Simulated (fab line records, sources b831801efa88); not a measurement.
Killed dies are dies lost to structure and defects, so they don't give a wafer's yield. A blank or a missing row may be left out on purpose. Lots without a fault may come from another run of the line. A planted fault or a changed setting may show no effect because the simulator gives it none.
Chamber matching | flow sky130 | SKY_FIELD_ISO_CVD_24 on hdpcvd-02: 3 sister chambers
The step deposits SiO2, target thk 595 nm, time 99.2 s. 5 wafers are shown with their chamber, then 7 later ones without.

WAFERS WITH THEIR CHAMBER
wafer  | chamber | sih4_flow_sccm (sccm)
L827.3 | 0       | 59.74
L827.4 | 1       | 60.21
L828.1 | 2       | 59.74
L828.2 | 0       | 60.08
L828.5 | 2       | 59.69

WAFERS WITHOUT THEIR CHAMBER
wafer  | sih4_flow_sccm (sccm)
L829.2 | 60.12
L840.2 | 59.71
L840.3 | 59.88
L840.5 | 59.69
L842.2 | 60.17
L842.3 | 59.98
L842.5 | 59.95

WHICH CHAMBER EACH WENT THROUGH
wafer  | from the rows above          | in truth
L829.2 | can't be placed: 1 or 0 or 2 | 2
L840.2 | can't be placed: 2 or 0      | 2
L840.3 | can't be placed: 0 or 2 or 1 | 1
L840.5 | can't be placed: 2 or 0      | 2
L842.2 | can't be placed: 1 or 0      | 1
L842.3 | can't be placed: 0 or 1 or 2 | 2
L842.5 | can't be placed: 0 or 2 or 1 | 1
Placed correctly: 0 of 7. Can't be placed from these rows: 7 (the true chamber is among the candidates in 7). Placed wrongly: 0.
How it was worked out, from the rows above alone: a wafer's distance from a chamber is the root of the sum, over the readings, of the square of ((its reading less the chamber's mean) divided by the reading's scatter). The wafer belongs to the nearest chamber; if the next one is less than 2 further off, it can't be placed. A chamber's mean is the mean of its shown wafers. The scatter: the root of (the sum of the squares of (reading less its chamber's mean) over the shown wafers, divided by (wafers less chambers)).
